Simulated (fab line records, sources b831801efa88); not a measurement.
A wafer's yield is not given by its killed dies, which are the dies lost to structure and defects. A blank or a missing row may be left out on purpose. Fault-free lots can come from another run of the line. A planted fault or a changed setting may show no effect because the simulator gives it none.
Matching of chambers | flow gf180mcu | GF_V5_CMP_26 on cmp-02: 4 sister chambers
The step polishes, stops on SiO2, t overpolish 15 s, target thk 0 nm. 4 wafers are shown with their chamber, then 6 later ones without.

## WAFERS, EACH WITH ITS CHAMBER
wafer  | chamber | motorCurrentA (A)
L131.2 | 2       | 11.2
L136.3 | 1       | 10.3
L152.2 | 3       | 9.5
L152.6 | 0       | 9.6

## WAFERS WITHOUT THEIR CHAMBER
wafer  | motorCurrentA (A)
L153.2 | 9.5
L153.3 | 9.7
L153.5 | 9.4
L154.1 | 9.9
L154.3 | 9.5
L154.5 | 10.6

## WHICH CHAMBER EACH ONE RAN IN
wafer  | from the rows above          | in truth
L153.2 | can't be placed: 3 or 0      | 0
L153.3 | can't be placed: 0 or 3      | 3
L153.5 | can't be placed: 3 or 0      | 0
L154.1 | can't be placed: 0 or 1 or 3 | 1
L154.3 | can't be placed: 3 or 0      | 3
L154.5 | can't be placed: 1 or 2      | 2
Correctly placed: 0 of 6. Not placeable from these rows: 6 (in 6, the candidates include the true chamber). Number placed wrongly: 0.
How it was worked out, from the rows above alone: a wafer's distance from a chamber is the root of the sum, over the readings, of the square of ((its reading less the chamber's mean) divided by the reading's scatter). The wafer belongs to the nearest chamber; if the next one is less than 2 further off, it can't be placed. Each chamber's mean is taken over the wafers shown for it. The scatter (one wafer shown for each chamber): square how far every hidden wafer sits from the nearest shown wafer, average those squares and take the square root.
